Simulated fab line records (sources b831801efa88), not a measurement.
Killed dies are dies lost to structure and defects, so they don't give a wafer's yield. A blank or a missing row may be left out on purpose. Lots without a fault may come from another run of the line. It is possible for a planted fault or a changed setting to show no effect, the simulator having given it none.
Matching of chambers | flow gf180mcu | GF_CONTACT_CMP_27 on cmp-01: 4 sister chambers
The step polishes, stops on SiO2, t overpolish 15 s, target thk 0 nm. 8 wafers are shown with their chamber, then 8 later ones without.

WAFERS, EACH WITH ITS CHAMBER
wafer  | chamber | motor current A (A) | time to endpoint s (s)
L225.4 | 3       | 13.6                | 67
L227.3 | 3       | 14.0                | 70
L230.4 | 1       | 11.2                | 66
L237.6 | 2       | 11.9                | 75
L238.1 | 1       | 11.2                | 69
L238.2 | 0       | 9.5                 | 70
L238.4 | 2       | 11.5                | 70
L241.2 | 0       | 9.6                 | 74

WAFERS WHOSE CHAMBER IS MISSING
wafer  | motor current A (A) | time to endpoint s (s)
L241.3 | 11.6                | 74
L241.5 | 13.2                | 71
L242.2 | 11.9                | 70
L242.3 | 9.5                 | 72
L242.4 | 13.3                | 69
L245.1 | 10.2                | 74
L245.2 | 13.5                | 66
L245.3 | 11.5                | 70

EACH ONE'S CHAMBER
wafer  | from the rows above     | in truth
L241.3 | 2                       | 2
L241.5 | 3                       | 3
L242.2 | 2                       | 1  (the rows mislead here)
L242.3 | 0                       | 0
L242.4 | 3                       | 3
L245.1 | 0                       | 0
L245.2 | 3                       | 3
L245.3 | can't be placed: 2 or 1 | 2
6 of 8 placed correctly. These rows do not allow placing 1 (true chamber among the candidates in 1). Number placed wrongly: 1.
How it was worked out, from the rows above alone: a wafer's distance from a chamber is the root of the sum, over the readings, of the square of ((its reading less the chamber's mean) divided by the reading's scatter). If the next closest chamber is less than 2 further off than the closest, the wafer can't be placed; otherwise it belongs to the closest. For every chamber, the mean is computed from those of its wafers that are shown. The scatter: take each reading less its chamber's mean, square it, sum over the shown wafers, divide by the number of wafers less the number of chambers, and take the root.
